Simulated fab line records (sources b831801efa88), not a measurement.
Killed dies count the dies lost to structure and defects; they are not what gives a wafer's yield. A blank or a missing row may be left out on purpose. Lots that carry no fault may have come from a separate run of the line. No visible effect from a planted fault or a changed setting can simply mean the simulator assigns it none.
Chamber matching -- flow gf180mcu -- GF_V5_CMP_26 on cmp-01 has 3 sister chambers
The step polishes, stops on SiO2, t overpolish 15 s, target thk 0 nm. 16 wafers are shown with their chamber, then 5 later ones without.

## WAFERS WITH THEIR CHAMBER
wafer,chamber,motor current A (A),time to endpoint s (s),head pressure psi (psi)
L502.1,1,11.4,84,3.504
L502.4,0,10.0,79,3.493
L502.6,2,11.8,83,3.498
L503.2,1,11.6,80,3.512
L503.4,0,10.3,76,3.487
L503.6,1,10.9,82,3.510
L504.1,1,11.2,85,3.503
L504.5,1,11.6,83,3.501
L504.6,2,11.6,88,3.493
L505.2,1,11.6,84,3.499
L505.5,0,9.9,85,3.504
L505.6,1,11.5,85,3.509
L506.3,2,11.9,87,3.500
L506.4,0,10.4,81,3.503
L506.6,1,11.9,86,3.505
L514.2,2,11.3,84,3.506

SIGNATURES (means of the wafers above)
reading,chamber 0,chamber 1,chamber 2,scatter within a chamber
motor current A,10.150,11.463,11.650,0.28
time to endpoint s,80.25,83.62,85.50,2.57
head pressure psi,3.49675,3.50537,3.49925,0.00577
Rule: for each reading, subtract the chamber's mean from the wafer's reading, divide by that reading's scatter and square the result; add these up over the readings and take the root, which gives the wafer's distance from the chamber. If the next closest chamber is less than 2 further off than the closest, the wafer can't be placed; otherwise it belongs to the closest. The scatter: the root of (the sum of the squares of (reading less its chamber's mean) over the shown wafers, divided by (wafers less chambers)).

## WAFERS WHOSE CHAMBER IS MISSING
wafer,motor current A (A),time to endpoint s (s),head pressure psi (psi)
L514.5,11.2,83,3.512
L515.2,11.7,81,3.506
L515.6,10.1,77,3.498
L525.1,10.4,79,3.500
L525.3,11.6,86,3.509

## WHICH CHAMBER EACH ONE RAN IN
wafer,from the rows above,in truth
L514.5,can't be placed: 1 or 2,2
L515.2,can't be placed: 1 or 2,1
L515.6,0,0
L525.1,0,0
L525.3,can't be placed: 1 or 2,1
Correctly placed: 2 of 5. Can't be placed from these rows: 3 (the true chamber is among the candidates in 3). 0 placed wrongly.
